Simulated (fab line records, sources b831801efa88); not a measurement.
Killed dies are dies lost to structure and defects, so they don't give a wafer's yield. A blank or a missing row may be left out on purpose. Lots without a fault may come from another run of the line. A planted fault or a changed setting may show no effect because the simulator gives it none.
Problem report in the 8D (eight disciplines) form, filled by code | flow sky130 | the parts of the form that need people (team, actions taken, sign-off) are left out

1. THE PROBLEM
LI_CONTACT_HDPCVD_THK at SKY_LI_CONTACT_THK_MEAS_01 reads a mean of 842 nm on 4 wafers of 2 lots; wafers without a fault read 924 nm with a standard deviation of 9.7. That is -8.5 standard deviations from the usual mean.
First seen on wafer L866.2, day 32 21:08, on film_metro-02. The record holds 42 wafers of 14 lots with a number at this step. Rule for "out", or "out of limits": more than 4 standard deviations from the usual mean. The other wafers with a number count as sound.

2. WHAT IT IS AND WHAT IT IS NOT
question                    | is                             | is not
which readings at this step | LI_CONTACT_HDPCVD_THK          | -
which lots                  | L866, L869                     | L853, L854, L858, L860, L861, L862, L863, L864, L865, L873, L874, L876
which wafers of those lots  | L866.2, L866.4, L869.2, L869.6 | L866.3, L869.1
read on which gauges        | film_metro-02                  | film_metro-01, film_metro-03
when                        | from day 32 21:08              | up to then (25 sound wafers); but 13 sound wafers of L865, L869, L873, L874, L876 came after

3. SUSPECTS, AND WHAT RULES EACH OUT
Counting: a tool at a process step up to the reading stays a suspect if it ran every lot that is out. Sound lots after the first of them don't rule it out here, since some wafers of a struck lot are sound.
- the gauge at SKY_LI_CONTACT_THK_MEAS_01: ruled out. All the wafers that are out were read on film_metro-02, but those of them that SKY_LI_CONTACT_HDPCVD_00 has rows for are out there too, on other tools.
- hdpcvd-02 at SKY_LI_CONTACT_HDPCVD_00 (deposits PSG, target thk 930 nm, time 155 s): kept. It ran every lot that is out, first L866 (day 32 21:01); its last sound lot up to then is L864 (day 32 05:14). Its own readings are out on those wafers: run_length_s.
- Within hdpcvd-02 at SKY_LI_CONTACT_HDPCVD_00: the wafers that are out ran in chamber 0; their sound lot-mates ran in chamber 2.
Left after counting: hdpcvd-02 at SKY_LI_CONTACT_HDPCVD_00.

4. THE CAUSE (what the simulator had put in)
Process parameter drift: hdpcvd-02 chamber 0, from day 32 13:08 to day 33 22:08, at SKY_LI_CONTACT_HDPCVD_00. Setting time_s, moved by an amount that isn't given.
Counting left only this tool.

5. THE CHAIN OF EFFECTS, in route order
Each row: a reading whose mean over the struck wafers that have a number lies more than 3 standard deviations from the usual. Only readings for which the record gives a usual standard deviation are gone through. hours: the time from each lot's start at the first step in this table that gives one to its start at this step, as a median over the lots. sigmas: the change in usual standard deviations.
hours | step                       | reading               | usual   | on struck wafers | change | sigmas
0     | SKY_LI_CONTACT_HDPCVD_00   | run_length_s          | 182.8 s | 168.6            | -14.2  | -30
0     | SKY_LI_CONTACT_THK_MEAS_01 | LI_CONTACT_HDPCVD_THK | 924 nm  | 842              | -82    | -8.5
0     | SKY_LI_CONTACT_CMP_02      | time_to_endpoint_s    | 32.0 s  | 22.9             | -9.1   | -4.6
The process steps in it:
- SKY_LI_CONTACT_HDPCVD_00: deposits PSG, target thk 930 nm, time 155 s.
- SKY_LI_CONTACT_CMP_02: polishes PSG.

6. WHAT WOULD HAVE CAUGHT IT SOONER
In this record the first reading out of limits at a measuring or inspecting step was taken at day 32 21:08, 8 hours after the fault began at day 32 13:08.
The tool's own readings at SKY_LI_CONTACT_HDPCVD_00 were out on every struck wafer that the step has a row for (run_length_s): an alarm limit on them would have fired on the first of those.
Of the lots that are out (2), L869 began SKY_LI_CONTACT_HDPCVD_00 on hdpcvd-02 after day 32 21:08. A hold on the tool at that time would have spared it.
